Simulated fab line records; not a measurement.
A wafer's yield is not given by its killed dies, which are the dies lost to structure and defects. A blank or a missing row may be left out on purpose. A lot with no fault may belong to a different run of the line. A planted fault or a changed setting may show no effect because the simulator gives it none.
fab line records	flow sky130
[record] lots = 6	wafers = 18	lastDay = 49
route steps=708 shown CONTACT@406
lots that met no fault: from a run of the same line without faults
startH: start of the lot's first displayed wafer, in hours after the record's first day	waitH: hours since the lot's step before	" repeats the value in the row above	L1.1+2: a single row standing in for several wafers	- either no value or no given start	* or withheld: withheld	< > ~ a bound
route shown NAME@n: NAME is a module with steps in the file, n the number in the route of the first one	usual: mean and standard deviation over wafers with no fault	same: alike in all rows	chamber/n: place in a boat	sites: the reading at each site	_std_site: their standard deviation	_edge_site: inner sites' mean taken away from outer sites' mean	radiusMm: for every site, how far away it sits from the centre of the wafer	mask NAME#n: copy n	behind: the tool/chamber that last shaped the wafer	hold: the reason the lot was held/the length of the hold in hours/how it ended	device: the transistor (n, p or np) that didn't switch	end of line: the same wafers' tests at the end of the route	a step without rows: its recipe alone	killed: not the wafer's yield, but the dies lost to structure and defects at the first sort	map: the dies of a wafer, with x for killed, . for not killed, _ for no die there
set.NAME: setting as actually run; set.NAME@STEP: the setting as run at that earlier step	model.NAME: the simulator's own value behind a step, which no gauge read
a table for each step, a row for each wafer; lots at some steps of the route
services: when a tool's chamber went out of use (startH, in hours from the record's first day, below 0 if earlier), for how many hours, and the reason
[[steps]]
[step SKY_CONTACT_CVD_00]
[recipe] material = Si3N4	targetThkNm = 75	tempC = 400	timeS = withheld	rfW = 450
[usual] heaterPowerW = 721/92
lot.wafer	tool	chamber	startH	waitH	heaterPowerW
L501.2	pecvd-04	1	783.15	0.0	639
L501.4	"	0	"	"	797
L501.5	"	1	"	"	648
L502.2	pecvd-03	0	787.30	0.0	682
L502.3	"	1	"	"	746
L502.4	"	0	"	"	703
L506.2	pecvd-01	2	817.44	0.0	841
L506.4	"	2	"	"	659
L506.6	"	1	"	"	687
L508.2	pecvd-04	0	826.90	0.0	745
L508.3	"	2	"	"	574
L508.4	"	0	"	"	746
L511.1	pecvd-03	2	850.70	0.0	765
L511.5	"	0	"	"	726
L511.6	"	2	"	"	784
L512.1	pecvd-04	0	854.75	0.0	846
L512.2	"	2	"	"	670
L512.6	"	2	"	"	672
[step SKY_CONTACT_THK_MEAS_01]
[recipe] reads = Si3N4_of_CONTACT_CVD_00
[usual] CONTACT_CVD_00_THK = 75.0/0.92
lot.wafer	tool	chamber	startH	waitH	CONTACT_CVD_00_THK[nm]
L501.2	filmMetro-04	-	783.19	-	74.4
L501.4	"	-	"	"	75.0
L501.5	"	-	"	"	75.7
L502.2	filmMetro-03	-	787.34	-	75.7
L502.3	"	-	"	"	75.3
L502.4	"	-	"	"	76.4
L506.2	filmMetro-04	-	817.49	-	73.6
L506.4	"	-	"	"	75.2
L506.6	"	-	"	"	75.3
L508.2	filmMetro-03	-	826.96	-	74.2
L508.3	"	-	"	"	75.7
L508.4	"	-	"	"	75.3
L511.1	filmMetro-04	-	850.74	-	73.1
L511.5	"	-	"	"	75.7
L511.6	"	-	"	"	74.8
L512.1	filmMetro-04	-	854.79	-	73.9
L512.2	"	-	"	"	73.8
L512.6	"	-	"	"	75.9
[step SKY_CONTACT_HDPCVD_02]
[recipe] material = SiO2	targetThkNm = 565	sigmaOpenFrac = 0.3	timeS = 94.2	tempC = 600	sih4FlowSccm = 60	pressureMtorr = 6
[step SKY_CONTACT_THK_MEAS_03]
[recipe] reads = SiO2_of_CONTACT_HDPCVD_02
[usual] CONTACT_HDPCVD_THK = 563/5.8
lot.wafer	tool	chamber	startH	waitH	CONTACT_HDPCVD_THK[nm]
L501.2	filmMetro-04	-	783.32	0.0	566
L501.4	"	-	"	"	574
L501.5	"	-	"	"	571
L502.2	filmMetro-03	-	787.47	0.0	562
L502.3	"	-	"	"	557
L502.4	"	-	"	"	569
L506.2	filmMetro-03	-	817.61	0.0	566
L506.4	"	-	"	"	572
L506.6	"	-	"	"	559
L508.2	filmMetro-03	-	827.09	0.0	563
L508.3	"	-	"	"	564
L508.4	"	-	"	"	571
L511.1	filmMetro-03	-	850.87	0.0	551
L511.5	"	-	"	"	553
L511.6	"	-	"	"	554
L512.1	filmMetro-01	-	854.92	0.0	560
L512.2	"	-	"	"	567
L512.6	"	-	"	"	563
[step SKY_CONTACT_CMP_04]
[recipe] material = SiO2	downForcePsi = 4	platenRpm = 60	padVelocityMS = 0.94248
[usual] headPressurePsi = 4.000/0.0091	motorCurrentA = 11.6/1.8	timeToEndpointS = 83/3.7
lot.wafer	tool	chamber	startH	waitH	headPressurePsi	motorCurrentA	timeToEndpointS
L501.4	cmp-02	3	783.42	0.1	4.004	12.1	85
L501.2	"	0	"	"	3.999	9.7	83
L501.5	"	3	"	"	4.001	11.9	85
L502.4	cmp-01	1	787.57	0.1	4.017	10.3	85
L502.3	"	2	"	"	3.989	8.5	82
L502.2	"	3	"	"	4.000	12.9	81
L506.4	cmp-01	3	817.83	0.2	4.006	12.4	83
L506.2	"	0	"	"	4.006	13.2	86
L506.6	"	1	"	"	4.005	10.4	81
L508.3	cmp-02	0	827.14	0.0	4.007	9.9	83
L508.4	"	1	"	"	3.991	12.3	87
L508.2	"	2	"	"	4.007	12.8	86
L511.1	cmp-02	1	850.98	0.1	3.985	12.6	79
L511.5	"	0	"	"	3.995	10.2	78
L511.6	"	1	"	"	3.989	12.8	82
L512.1	cmp-02	3	855.08	0.1	3.995	12.3	78
L512.2	"	0	"	"	3.989	10.1	81
L512.6	"	1	"	"	3.996	13.2	83
[step SKY_CONTACT_BOW_MEAS_05]
[recipe] mode = bow
[usual] CONTACT_BOW = 83/6.3
lot.wafer	tool	chamber	startH	waitH	CONTACT_BOW[um]
L501.2	filmMetro-03	-	783.69	0.2	79
L501.4	"	-	"	"	87
L501.5	"	-	"	"	87
L502.2	filmMetro-03	-	787.84	0.1	82
L502.3	"	-	"	"	82
L502.4	"	-	"	"	84
L506.2	filmMetro-04	-	818.05	0.1	84
L506.4	"	-	"	"	96
L506.6	"	-	"	"	81
L508.2	filmMetro-04	-	827.46	0.2	87
L508.3	"	-	"	"	93
L508.4	"	-	"	"	89
L511.1	filmMetro-01	-	851.23	0.2	83
L511.5	"	-	"	"	80
L511.6	"	-	"	"	91
L512.1	filmMetro-03	-	855.28	0.1	81
L512.2	"	-	"	"	85
L512.6	"	-	"	"	83
[step SKY_CONTACT_DEHYDRATE_06]
[recipe] tempC = 200	timeS = 60
[step SKY_CONTACT_HMDS_07]
[recipe] primeTimeS = 60	primeTempC = 120
[step SKY_CONTACT_COAT_08]
[recipe] resist = BARC	tempC = withheld	timeS = withheld	spinRpm = 3000	resistThkNm = 60
[step SKY_CONTACT_COAT_09]
[recipe] resist = KrF-thick	spinRpm = 3000	resistThkNm = 450
[step SKY_CONTACT_SOFTBAKE_10]
[recipe] tempC = 100	timeS = 90	resist = KrF-thick
[step SKY_CONTACT_EXPOSE_11]
[recipe] maskId = CTM1	na = 0.8	sourceShape = annular	sigmaInner = 0.55	sigmaOuter = 0.85	targetCdNm = 170	doseMj = 38
[step SKY_CONTACT_PEB_12]
[recipe] pebTempC = withheld	pebTimeS = withheld	resist = KrF-thick
[usual] chillPlateTempC = *	exhaustPa = 45.0/0.93	resistLineTempC = *
lot.wafer	tool	chamber	startH	waitH	chillPlateTempC	exhaustPa	resistLineTempC
L501.2	lithoTrack-01	-	810	-	-	-	-
L501.4	"	-	"	"	-	-	-
L501.5	"	-	"	"	-	-	-
L502.2	lithoTrack-04	-	813	-	-	-	-
L502.3	"	-	"	"	-	-	-
L502.4	"	-	"	"	-	-	-
L506.2	lithoTrack-01	0	844	-	*	46.6	*
L506.4	"	0	"	"	*	45.0	*
L506.6	"	0	"	"	*	44.7	*
L508.2	lithoTrack-02	0	853	-	*	45.3	*
L508.3	"	0	"	"	*	44.5	*
L508.4	"	0	"	"	*	43.5	*
L511.1	lithoTrack-02	0	876	-	*	45.3	*
L511.5	"	0	"	"	*	46.6	*
L511.6	"	0	"	"	*	45.2	*
L512.1	lithoTrack-02	0	881	-	*	42.8	*
L512.2	"	0	"	"	*	45.3	*
L512.6	"	0	"	"	*	44.9	*
[step SKY_CONTACT_DEVELOP_13]
[recipe] developTimeS = 60	resist = KrF-thick	devTempC = 21
[[services]]
tool	chamber	startH	hours	kind
pecvd-04	-	759.86	3.4	repair
pecvd-01	-	761.62	0.4	repair
cmp-01	-	764.10	0.4	repair
pecvd-01	2	767.32	5.5	scheduledDown
cmp-02	-	771.41	3.8	repair
pecvd-03	1	778.91	5.5	scheduledDown
pecvd-03	-	810.31	28.1	pm
pecvd-04	1	818.12	-	clean
pecvd-04	1	818.12	-	consumableReplace:showerhead
pecvd-04	1	818.12	29.0	scheduledDown
pecvd-04	1	818.12	29.0	ventCycle
cmp-01	-	830.80	5.8	pm
pecvd-03	1	837.92	5.5	scheduledDown
cmp-02	-	855.98	0.7	repair
pecvd-01	0	856.65	2.1	scheduledDown
pecvd-01	-	861.92	2.8	pm
pecvd-01	1	862.14	5.5	scheduledDown
cmp-01	-	862.67	0.3	repair
[[key]]
[firstSign] step = SKY_CONTACT_PEB_12	reading = toolRecord	direction = missing
effect none on later readings
metAt SKY_CONTACT_PEB_12
struckWafers L501.2,L501.4,L501.5,L502.2,L502.3,L502.4
laterRowsLeftOut L501.2,L501.4,L501.5,L502.2,L502.3,L502.4
sortLeftOut L501.2,L501.4,L501.5,L502.2,L502.3,L502.4
testerLeftOut L501,L502
[fault] kind = skippedStepWhole	tool = lithoTrack-01,lithoTrack-04	chamber = -	onsetH = 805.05	steps = SKY_CONTACT_PEB_12	scope = struckLotsOnly
// testerLeftOut: of these lots the tester's yield and bins aren't shown, on N5 and GAA mostly nor the transistor test; their killed dies are dies lost to structure and defects alone, not to doping, threshold or leakage, so they don't give the yield
// sortLeftOut: the simulated sort isn't trusted on such a fault, so these wafers' sort isn't shown, and their yield isn't known
// laterRowsLeftOut: the simulator's readings of these wafers behind a module that went badly wrong aren't trusted and aren't shown, but for the sort
